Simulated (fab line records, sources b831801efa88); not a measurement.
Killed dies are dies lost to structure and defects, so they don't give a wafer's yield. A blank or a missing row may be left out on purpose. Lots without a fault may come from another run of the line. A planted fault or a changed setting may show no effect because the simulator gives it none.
One fault seen from 2 desks | flow sky130 | each desk has only its own numbers; what lay behind them comes last

THE TOOL OWNER'S DESK: litho_track-04
The tool's own readings at SKY_SONOS_ONO_DEVELOP_12 (develop time 60 s): means of the sampled wafers that have a number, for each lot that ran on this tool. A lot is out of limits, marked OUT, if its mean lies more than 4 standard deviations from the usual mean; the brackets give that distance.
Columns: A = developer_temp_C at SKY_SONOS_ONO_DEVELOP_12, usual 23.00 C; B = exhaust_pa at SKY_SONOS_ONO_DEVELOP_12, usual 45.0 Pa
lot  | first seen here | A                | B
L558 | day 12 10:12    | 22.93            | 45.0
L560 | day 13 13:18    | 23.10            | 45.0
L563 | day 17 21:54    | 23.81 (+7.4) OUT | 45.8
L565 | day 17 22:51    | 23.90 (+8.2) OUT | 43.8
L570 | day 18 06:30    | 24.08 (+9.8) OUT | 44.7
This desk's finding: out of limits on L563, L565, L570; first on L563, day 17 21:54 (developer_temp_C at SKY_SONOS_ONO_DEVELOP_12). In limits: L558, L560.

THE METROLOGY DESK
What the gauges read, lot by lot, whatever tool the lot ran on: means of the sampled wafers that have a number. A lot is out of limits, marked OUT, if its mean lies more than 4 standard deviations from the usual mean; the brackets give that distance.
Columns: A = NWELL_TW at SKY_NWELL_TW_MEAS_15, usual 1798; B = LDD_HVP_TW at SKY_LDD_HVP_TW_MEAS_10, usual 452
lot  | first seen here | A    | B
L558 | day 4 14:05     | 1818 | 448
L559 | day 4 22:16     | 1815 | 449
L560 | day 5 08:44     | 1803 | 457
L563 | day 5 18:17     | 1823 | 453
L564 | day 6 00:19     | 1817 | 449
L565 | day 6 06:51     | 1788 | 449
L570 | day 7 10:35     | 1805 | 449
L571 | day 7 16:47     | 1795 | 453
L572 | day 8 00:52     | 1778 | 454
L573 | day 8 07:38     | 1803 | 452
L574 | day 8 15:23     | 1776 | 449
L576 | day 9 03:39     | 1802 | 456
L579 | day 9 14:44     | 1809 | 455
This desk's finding: nothing out of limits on any of the 13 lots.

PUT TOGETHER
The tool owner's desk could have raised an alarm at day 17 21:54, on L563, L565, L570.
The metrology desk saw nothing out of limits.
The metrology desk has L563, L565, L570 on record, within its limits.
Of the lots named, all ran SKY_SONOS_ONO_DEVELOP_12 on litho_track-04.

WHAT THE SIMULATOR HAD PUT IN
Process parameter drift: litho_track-04, from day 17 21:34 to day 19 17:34, at SKY_SONOS_ONO_DEVELOP_12. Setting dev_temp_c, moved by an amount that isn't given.
Lots struck among those shown: L563, L565, L570.
Hours from the fault's start to each desk's first reading out of limits: the tool owner's desk, 0.
